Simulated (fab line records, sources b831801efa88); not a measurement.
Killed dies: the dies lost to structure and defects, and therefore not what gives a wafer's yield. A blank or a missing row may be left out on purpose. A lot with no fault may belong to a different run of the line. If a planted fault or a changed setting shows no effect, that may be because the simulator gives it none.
Matching of chambers || flow gf180mcu || 4 sister chambers for GF_STI_CMP_25 on cmp-01
The step polishes, stops on Si3N4, t overpolish 33 s, target thk 524.6 nm. 8 wafers are shown with their chamber, then 8 later ones without.

## WAFERS, EACH WITH ITS CHAMBER
{"wafer": "L476.6", "chamber": 2, "motor-current-A (A)": 12.4, "time-to-endpoint-s (s)": 126}
{"wafer": "L481.6", "chamber": 2, "motor-current-A (A)": 12.6, "time-to-endpoint-s (s)": 121}
{"wafer": "L482.5", "chamber": 3, "motor-current-A (A)": 11.2, "time-to-endpoint-s (s)": 119}
{"wafer": "L482.6", "chamber": 0, "motor-current-A (A)": 12.4, "time-to-endpoint-s (s)": 123}
{"wafer": "L486.3", "chamber": 0, "motor-current-A (A)": 11.9, "time-to-endpoint-s (s)": 126}
{"wafer": "L486.4", "chamber": 3, "motor-current-A (A)": 11.5, "time-to-endpoint-s (s)": 121}
{"wafer": "L486.5", "chamber": 1, "motor-current-A (A)": 12.0, "time-to-endpoint-s (s)": 123}
{"wafer": "L490.3", "chamber": 1, "motor-current-A (A)": 12.8, "time-to-endpoint-s (s)": 125}

## WAFERS WHOSE CHAMBER IS MISSING
{"wafer": "L490.4", "motor-current-A (A)": 11.5, "time-to-endpoint-s (s)": 128}
{"wafer": "L490.6", "motor-current-A (A)": 12.4, "time-to-endpoint-s (s)": 130}
{"wafer": "L492.3", "motor-current-A (A)": 12.7, "time-to-endpoint-s (s)": 130}
{"wafer": "L492.4", "motor-current-A (A)": 12.0, "time-to-endpoint-s (s)": 133}
{"wafer": "L492.6", "motor-current-A (A)": 12.0, "time-to-endpoint-s (s)": 130}
{"wafer": "L493.1", "motor-current-A (A)": 12.3, "time-to-endpoint-s (s)": 131}
{"wafer": "L493.2", "motor-current-A (A)": 12.6, "time-to-endpoint-s (s)": 126}
{"wafer": "L493.4", "motor-current-A (A)": 13.1, "time-to-endpoint-s (s)": 127}

## WHICH CHAMBER EACH ONE RAN IN
{"wafer": "L490.4", "from the rows above": "can't be placed: 0 or 1 or 2 or 3", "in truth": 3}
{"wafer": "L490.6", "from the rows above": "can't be placed: 0 or 1 or 2", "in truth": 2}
{"wafer": "L492.3", "from the rows above": "can't be placed: 1 or 0 or 2", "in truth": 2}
{"wafer": "L492.4", "from the rows above": "can't be placed: 0 or 1 or 2", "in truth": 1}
{"wafer": "L492.6", "from the rows above": "can't be placed: 0 or 1 or 2", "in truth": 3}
{"wafer": "L493.1", "from the rows above": "can't be placed: 0 or 1 or 2", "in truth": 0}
{"wafer": "L493.2", "from the rows above": "can't be placed: 1 or 2 or 0", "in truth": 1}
{"wafer": "L493.4", "from the rows above": "can't be placed: 2 or 1 or 0", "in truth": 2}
0 of 8 placed correctly. From these rows, 8 cannot be placed; in 7 the true chamber is one of the candidates. Wrongly placed: 0.
How it was worked out, from the rows above alone: a wafer's distance from a chamber is the root of the sum, over the readings, of the square of ((its reading less the chamber's mean) divided by the reading's scatter). If the next closest chamber is less than 2 further off than the closest, the wafer can't be placed; otherwise it belongs to the closest. A chamber's mean is the mean of its shown wafers. How the scatter is found: for the shown wafers, subtract from each reading the mean of its chamber, square and add these, divide the total by (wafers less chambers), then take the root.
